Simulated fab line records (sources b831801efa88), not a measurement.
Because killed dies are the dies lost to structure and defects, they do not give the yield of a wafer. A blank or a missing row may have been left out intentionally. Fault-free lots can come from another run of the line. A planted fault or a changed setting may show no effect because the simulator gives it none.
Which tool did it? | flow gf180mcu | 14 lots with 40 wafers sampled at 2 steps, on a route of 602 steps

WHAT THE GAUGES READ, wafer by wafer
GF_STI_THK_MEAS_24. Usual: STI_CVD_23_THK 649 nm, standard deviation 8.6.
lot  | measured    | on            | STI_CVD_23_THK (nm) | flag
L955 | day 2 03:29 | film metro-03 | 644 645 646         |
L957 | day 2 13:58 | film metro-03 | 637 635 643         |
L958 | day 2 19:26 | film metro-04 | 656 655 668         |
L960 | day 3 05:37 | film metro-01 | 647 643 638         |
L964 | day 4 01:10 | film metro-01 | 657 654 652         |
L965 | day 4 07:46 | film metro-04 | 660 660 657         |
L967 | day 4 16:45 | film metro-01 | 654 653 655         |
L969 | day 5 03:44 | film metro-01 | 659 643 665         |
L970 | day 5 09:11 | film metro-01 | 646 644 656         |
L971 | day 5 13:28 | film metro-01 | 653 650 638         |
L972 | day 5 19:25 | film metro-03 | 637 652 643         |
L973 | day 6 00:47 | film metro-01 | 667 656 647         |
L977 | day 6 21:27 | film metro-03 | 653 468             | OFF
L978 | day 7 03:13 | film metro-01 | 464 640             | OFF

TOOL THAT RAN EACH LOT (tool first, then ch and the chambers of the sampled wafers, then the start)
lot  | GF_STI_CVD_23
L955 | hdpcvd-02 ch 0,1,2, day 2 03:23
L957 | hdpcvd-02 ch 1,2, day 2 13:53
L958 | hdpcvd-01 ch 0,1,2, day 2 19:22
L960 | hdpcvd-02 ch 0,1,2, day 3 05:32
L964 | hdpcvd-02 ch 0,1, day 4 01:05
L965 | hdpcvd-01 ch 1,2, day 4 07:41
L967 | hdpcvd-02 ch 1,2, day 4 16:40
L969 | hdpcvd-02 ch 0,1,2, day 5 03:38
L970 | hdpcvd-01 ch 0,1,2, day 5 09:07
L971 | hdpcvd-02 ch 0,1, day 5 13:22
L972 | hdpcvd-02 ch 0,1,2, day 5 19:20
L973 | hdpcvd-01 ch 0,1,2, day 6 00:41
L977 | hdpcvd-02 ch 0,2, day 6 21:22
L978 | hdpcvd-02 ch 1,2, day 7 03:08
- GF_STI_CVD_23: deposits SiO2, target thk 650 nm, time 108.3 s.

WHAT THE TOOLS THEMSELVES READ (means of the sampled wafers that have a number; where no wafer has one, the mark that the record gives instead)
The record holds no such reading with a usual standard deviation.

THE ANSWER, worked out from the rows above alone
Rule: a lot counts as off when the mean over its wafers that have a number is more than 3 standard deviations away from the usual mean. A lot without any number at a reading at which 4 lots or more have one is off too. Any other lot the step has rows for is counted as sound. Order of review: gauges by route order, followed by the tools' own readings, for which a lot's mean as printed above is used. At the first step where some lot is off, the reading lying furthest off is the one used; lots without a number count as furthest.
Off: L977, L978, seen at GF_STI_THK_MEAS_24 (STI_CVD_23_THK).
If a tool, at a process step before that reading, ran all the lots that are off and no sound lot after the first of them, it fits. Those tools and the gauges at GF_STI_THK_MEAS_24 are tried in the same way. One candidate fits, namely hdpcvd-02 at GF_STI_CVD_23. A fault onset in the window from L972 (day 5 19:20, its last sound lot) to L977 (day 6 21:22, its first lot off) fits.

WHAT THE SIMULATOR HAD INSERTED
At GF_STI_CVD_23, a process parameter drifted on hdpcvd-02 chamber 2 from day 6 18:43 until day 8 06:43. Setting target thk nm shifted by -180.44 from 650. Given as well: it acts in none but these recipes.
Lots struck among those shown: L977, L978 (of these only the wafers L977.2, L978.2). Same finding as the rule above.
